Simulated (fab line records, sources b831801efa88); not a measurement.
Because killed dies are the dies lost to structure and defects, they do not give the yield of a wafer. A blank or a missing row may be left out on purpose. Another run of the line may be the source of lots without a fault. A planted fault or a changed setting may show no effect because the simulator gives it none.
Chamber matching | flow sky130 | SKY_LI_CONTACT_CMP_02 on cmp-02 has 4 sister chambers
The step polishes PSG. 4 wafers are shown with their chamber, then 8 later ones without.

EACH WAFER AND ITS CHAMBER
wafer  | chamber | motorCurrentA (A)
L304.1 | 3       | 10.0
L307.5 | 1       | 13.0
L307.6 | 2       | 10.9
L310.3 | 0       | 14.0

WAFERS WITH NO CHAMBER GIVEN
wafer  | motorCurrentA (A)
L310.5 | 10.5
L310.6 | 11.0
L312.1 | 11.0
L312.3 | 10.2
L312.4 | 12.7
L313.2 | 9.8
L313.4 | 11.1
L313.5 | 11.7

CHAMBER TAKEN BY EACH
wafer  | from the rows above     | in truth
L310.5 | can't be placed: 2 or 3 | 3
L310.6 | 2                       | 2
L312.1 | 2                       | 2
L312.3 | can't be placed: 3 or 2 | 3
L312.4 | 1                       | 1
L313.2 | 3                       | 3
L313.4 | 2                       | 2
L313.5 | can't be placed: 2 or 1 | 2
Correct placement for 5 of the 8. From these rows, 3 cannot be placed; in 3 the true chamber is one of the candidates. Wrongly placed: 0.
How it was worked out, from the rows above alone: a wafer's distance from a chamber is the root of the sum, over the readings, of the square of ((its reading less the chamber's mean) divided by the reading's scatter). If the next closest chamber is less than 2 further off than the closest, the wafer can't be placed; otherwise it belongs to the closest. For every chamber, the mean is computed from those of its wafers that are shown. The scatter: with one shown wafer a chamber, the root of the mean of the squares of how far each hidden wafer lies from its nearest shown one.
